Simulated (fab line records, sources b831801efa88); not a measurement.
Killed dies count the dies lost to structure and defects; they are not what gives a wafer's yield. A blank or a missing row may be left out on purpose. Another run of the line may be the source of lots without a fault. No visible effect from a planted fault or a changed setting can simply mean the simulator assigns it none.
8D (eight disciplines) problem report, filled in by code	flow sky130	the parts of the form that need people (team, actions taken, sign-off) are left out

## 1. THE ISSUE
A mean of 309.4 s is read at SKY_VIA3_HDPCVD_00 for run-length-s, taken on 1 wafer of 1 lot, against 300.2 s (standard deviation 0.43) on wafers free of any fault. That is +21 standard deviations from the usual mean.
The step: deposits SiO2, target thk 1635 nm, time 272.5 s.
First seen on wafer L114.2, day 45 00:58, on hdpcvd-01. Wafers with a number at this step in the record: 36, from 12 lots. The rule behind "out" and "out of limits": a value lying over 4 standard deviations away from the usual mean. All remaining wafers that have a number are taken as sound.

## 2. WHAT THIS IS AND IS NOT
question	is	is not
which readings at this step	run-length-s	-
which lots	L114	L103, L104, L105, L106, L108, L994, L995, L996, L997, L998, L999
which wafers of those lots	L114.2	L114.3, L114.5
read on which tools	hdpcvd-01	hdpcvd-02
when	from day 45 00:58	up to then (35 sound wafers)

## 3. THE SUSPECTS, EACH WITH WHAT RULES IT OUT
Counting: if a tool at a process step up to the reading ran every lot that is out, it stays a suspect. Sound lots after the first of them don't rule it out here, since some wafers of a struck lot are sound.
- pvd-sputter-04 at SKY_VIA1_SPUTTER_20 (material TiN, target thk 20 nm, time 80 s): kept. It ran the lot that is out, L114 (day 40 22:38).
- hdpcvd-01 at SKY_VIA3_HDPCVD_00 (deposits SiO2, target thk 1635 nm, time 272.5 s): kept. It processed L114, the lot that is out, at day 45 00:58, and its most recent sound lot before then was L106 at day 42 20:16. Its own run-length-s readings are out on those wafers.
- At SKY_VIA3_HDPCVD_00, inside hdpcvd-01: chamber 0 took the wafers that are out, while their sound lot-mates went through chambers 1, 2.
What counting leaves: pvd-sputter-04 at SKY_VIA1_SPUTTER_20 and hdpcvd-01 at SKY_VIA3_HDPCVD_00.

## 4. THE CAUSE (what the simulator had put in)
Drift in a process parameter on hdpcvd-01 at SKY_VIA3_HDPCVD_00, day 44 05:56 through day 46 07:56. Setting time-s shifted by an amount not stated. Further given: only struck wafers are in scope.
2 suspects survive the count, and this tool is in that group.

## 5. THE EFFECT CHAIN, in route order
One row per reading whose mean, taken over the struck wafers that have a number, lies over 3 standard deviations from the usual. Only readings whose record carries a usual standard deviation are examined. hours: median over the lots of the time between each lot's start at the first step of this table that gives one and its start at this step. sigmas: the change, counted in usual standard deviations.
hours	step	reading	usual	on struck wafers	change	sigmas
0	SKY_VIA3_HDPCVD_00	run-length-s	300.2 s	309.4	+9.2	+21
0	SKY_VIA3_THK_MEAS_01	VIA3_HDPCVD_THK	1636 nm	1701	+65	+3.8
It contains these process steps:
- SKY_VIA3_HDPCVD_00: deposits SiO2, target thk 1635 nm, time 272.5 s.

## 6. HOW IT WOULD HAVE BEEN CAUGHT EARLIER
19 hours passed between the start of the fault at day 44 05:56 and the first reading out of limits in this record, taken at day 45 00:58.
